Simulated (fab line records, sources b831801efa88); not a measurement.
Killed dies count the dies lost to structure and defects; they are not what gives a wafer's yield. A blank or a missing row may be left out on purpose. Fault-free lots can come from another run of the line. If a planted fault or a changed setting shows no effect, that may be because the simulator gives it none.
Comparing a struck lot with a sound one | flow sky130 | 30 steps out of a route of 708
Sound: wafers L977.2, L977.3, L977.4. Wafers L969.2, L969.3, L969.4 were the ones struck. At the end, the cause is stated.
At each step with rows: each side's tool, then ch and its chambers, then its first start. Under that, the readings that differ: sound wafers | struck wafers | difference of the means | sigmas: that difference in standard deviations of wafers without a fault.
alike: a reading whose means differ by less than 2 such deviations, as well as words and numbers matching on both sides. not compared: withheld readings; readings where some wafer has no value; bounds like >300 that might hide an equal value; numbers whose values overlap and for which the record gives no deviation.
A row with sigmas, a row that says differs or no value, or rows on one side alone: a step with any of these is where the two part. Numbers that don't overlap but have no deviation are shown without sigmas and don't part them. A reading missing from all wafers of one side parts the sides only when that side holds two or more wafers.

first, 9 steps without rows for these wafers: SKY_SD_P_IMPLANT_09; SKY_SD_P_STRIP_10 (strips in O2/N2); SKY_RES_XHIGH_DEHYDRATE_00 (time 60 s); SKY_RES_XHIGH_HMDS_01 (prime time 60 s); SKY_RES_XHIGH_COAT_02 (resist thk 1140 nm); SKY_RES_XHIGH_SOFTBAKE_03 (time 60 s); SKY_RES_XHIGH_EXPOSE_04 (exposes mask URPM, target cd 1270 nm); SKY_RES_XHIGH_PEB_05; SKY_RES_XHIGH_DEVELOP_06 (develop time 60 s).
SKY_RES_XHIGH_IMPLANT_07:
  sound on implanter-03 ch 0, day 34 23:37; struck on implanter-01 ch 0, day 32 02:44
  reading            | sound       | struck      | difference | sigmas
  faraday-current-uA | 427 445 426 | 496 493 471 | +54        | +2
then, 19 steps without rows for these wafers: SKY_RES_XHIGH_STRIP_08 (strips in O2/N2); SKY_SD_N_DEHYDRATE_00 (time 60 s); SKY_SD_N_HMDS_01 (prime time 60 s); SKY_SD_N_COAT_02 (resist thk 1140 nm); SKY_SD_N_SOFTBAKE_03 (time 60 s); SKY_SD_N_EXPOSE_04 (exposes mask NSDM, target cd 380 nm); SKY_SD_N_PEB_05; SKY_SD_N_DEVELOP_06 (develop time 60 s); SKY_SD_N_IMPLANT_09; SKY_SD_N_IMPLANT_10; SKY_SD_N_STRIP_11 (strips in O2/N2); SKY_SD_N_CLEAN_13 (cleans in SC1/SC2, time 150 s); SKY_SD_N_RTA_14 (time 2 s); SKY_SALICIDE_CLEAN_00 (cleans in HF-last, time 30 s); SKY_LI_CONTACT_HDPCVD_00 (deposits PSG, target thk 930 nm, time 155 s); SKY_LI_CONTACT_CMP_02 (polishes PSG); SKY_LI_CONTACT_DEHYDRATE_04 (time 60 s); SKY_LI_CONTACT_HMDS_05 (prime time 60 s); SKY_LI_CONTACT_COAT_06 (resist thk 60 nm).
-- the record jumps here: 18 days lie between the struck wafers' starts before and after (it left off in module LI_CONTACT and takes up again in module PAD_OPEN, whose first step shown is number 708 of the route) --
SKY_PAD_OPEN_PROBE_99:
  sound on prober-02, day 51 13:10; struck on prober-01, day 49 20:40
  reading                                            | sound            | struck               | difference | sigmas
  killed-at-contacts                                 | 29 22 44         | 18 15 22             | -13        | -2
  killed-open                                        | 46 47 60         | 29 32 43             | -16        | -2
  model.etest.res-xhigh-po.rs-ohm-sq-rim-less-centre | 76.8 84.38 81.13 | -222.6 -193.1 -186.3 | -281.4     |
  model.etest.res-xhigh-po.rs-ohm-sq-range           | 106.2 112 110.7  | 261.7 220.2 195.5    | +116.2     |
  alike: killed_at_M0_to_M3, killed_at_M4_up, killed-at-front-end, killed-at-other, killed-dies, killed-short

WHERE THEY PART
At SKY_RES_XHIGH_IMPLANT_07 first; at SKY_PAD_OPEN_PROBE_99 last (within this record only).

WHY: whatever the simulator had introduced
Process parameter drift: implanter-01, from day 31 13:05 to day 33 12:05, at SKY_RES_XHIGH_IMPLANT_07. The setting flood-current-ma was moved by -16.
